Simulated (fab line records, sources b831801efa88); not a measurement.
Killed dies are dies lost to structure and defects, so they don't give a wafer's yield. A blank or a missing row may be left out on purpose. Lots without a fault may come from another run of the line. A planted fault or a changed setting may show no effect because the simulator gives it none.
A struck lot beside a sound one | flow sky130 | 21 steps out of a route of 708
Sound: wafers L385.3, L385.5, L385.6. Struck: wafers L398.2, L398.3, L398.6. The cause comes at the end.
At each step with rows: each side's tool, then ch and its chambers, then its first start. Under that, the readings that differ: sound wafers | struck wafers | difference of the means | sigmas: that difference in standard deviations of wafers without a fault.
alike: readings whose means differ by less than 2 such deviations, and words and numbers that are the same on both sides. not compared: withheld readings, readings that some wafer has no value for, bounds like >300 that may hide the same value, and numbers for which the record gives no deviation and whose values overlap.
The two part at a step that has a row with sigmas, a row that says differs or no value, or rows on one side only. Numbers that don't overlap but have no deviation are shown without sigmas and don't part them. A reading that every wafer of one side lacks parts them only if that side has two wafers or more.

SKY_METAL2_STRIP_20: strips in O2/N2.
  sound on plasma_asher-03 ch 0,1, day 35 08:30; struck on plasma_asher-01 ch 0,1, day 39 16:32
  alike: drypump_motor_current_A, oes_product_au, strip_time_to_endpoint_s
  not compared: rf_hours_counter_h
then, 4 steps without rows for these wafers: SKY_METAL2_STRIP_21 (strips in post etch residue remover, time 1200 s); SKY_METAL2_CLEAN_22 (cleans in IPA, time 180 s); SKY_METAL2_CLEAN_23 (cleans in O3/DIW); SKY_VIA2_HDPCVD_00 (deposits SiO2, target thk 1180 nm, time 196.7 s).
SKY_VIA2_THK_MEAS_01:
  sound on film_metro-02, day 35 09:13; struck on film_metro-02, day 39 17:16
  alike: VIA2_HDPCVD_THK
SKY_VIA2_CMP_02: polishes SiO2.
  sound on cmp-01 ch 2,3, day 35 09:15; struck on cmp-01 ch 0,2, day 39 17:19
  alike: motor_current_A, platen_rpm, retaining_ring_pressure_frac
SKY_VIA2_BOW_MEAS_03:
  sound on film_metro-04, day 35 09:35; struck on film_metro-02, day 39 17:38
  alike: VIA2_BOW
then, 4 steps without rows for these wafers: SKY_VIA2_DEHYDRATE_04 (time 60 s); SKY_VIA2_HMDS_05 (prime time 60 s); SKY_VIA2_COAT_06 (resist thk 60 nm); SKY_VIA2_COAT_07 (resist thk 450 nm).
SKY_VIA2_SOFTBAKE_08: time 90 s.
  sound on litho_track-02 ch 0, day 35 22:00; struck on litho_track-03 ch 0, day 40 05:00
  reading                  | sound             | struck            | difference | sigmas
  heater_power_total_W (W) | 57.32 57.38 57.32 | 53.53 53.48 53.49 | -3.84      | -32
  plate_temp_C (C)         | 99.76 99.89 99.83 | 95.13 95.11 95.07 | -4.72      | -36
then, 2 steps without rows for these wafers: SKY_VIA2_EXPOSE_09 (exposes mask VIM2, target cd 200 nm); SKY_VIA2_PEB_10.
SKY_VIA2_DEVELOP_11: develop time 60 s.
  sound on litho_track-02 ch 0; struck on litho_track-03 ch 0
  reading                                     | sound             | struck            | difference | sigmas
  model.KrF-thick_of_VIA2_COAT_07.thk_nm (nm) | 437.8 436.6 435.8 | 439.3 440.8 441.3 | +3.7       |
SKY_VIA2_CD_MEAS_12: target cd 200 nm.
  sound on cd_sem-01, day 36 11:19; struck on cd_sem-02, day 40 18:01
  reading    | sound             | struck            | difference | sigmas
  cd_nm (nm) | 200.9 199.1 198.9 | 195.5 195.6 196.7 | -3.7       | -3
SKY_VIA2_OVL_MEAS_13:
  sound on overlay-02, day 36 11:24; struck on overlay-02, day 40 18:07
  alike: VIA2_OVL
SKY_VIA2_ETCH_14: etches BARC in N2/H2, stops on SiO2, time 45.9 s, target depth 60 nm.
  sound on rie_diel-03 ch 1,2, day 36 11:26; struck on rie_diel-02 ch 0,1,2, day 40 18:09
  reading                                     | sound             | struck          | difference | sigmas
  model.KrF-thick_of_VIA2_COAT_07.thk_nm (nm) | 394.9 394.1 392.3 | 396 398.2 398.3 | +4         |
  alike: drypump_motor_current_A, oes_product_au, throttle_valve_pct
  not compared: rf_hours_counter_h
SKY_VIA2_ETCH_15: etches SiO2 in C4F8/O2/Ar, stops on TiN, target depth 546 nm, time 84 s.
  sound on rie_diel-03 ch 1,2, day 36 11:28; struck on rie_diel-02 ch 0,1,2, day 40 18:11
  alike: oes_product_au
  not compared: rf_hours_counter_h
then, 1 step without rows for these wafers: SKY_PAD_OPEN_PROBE_99.

WHERE THEY PART
First at SKY_VIA2_SOFTBAKE_08; last, within this record, at SKY_VIA2_CD_MEAS_12. Later steps at which nothing parts them and some readings are alike: SKY_VIA2_OVL_MEAS_13, SKY_VIA2_ETCH_14, SKY_VIA2_ETCH_15.

WHY: what the simulator had put in
Process parameter drift: litho_track-03, from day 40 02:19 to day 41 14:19, at SKY_VIA2_SOFTBAKE_08. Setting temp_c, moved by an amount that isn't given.
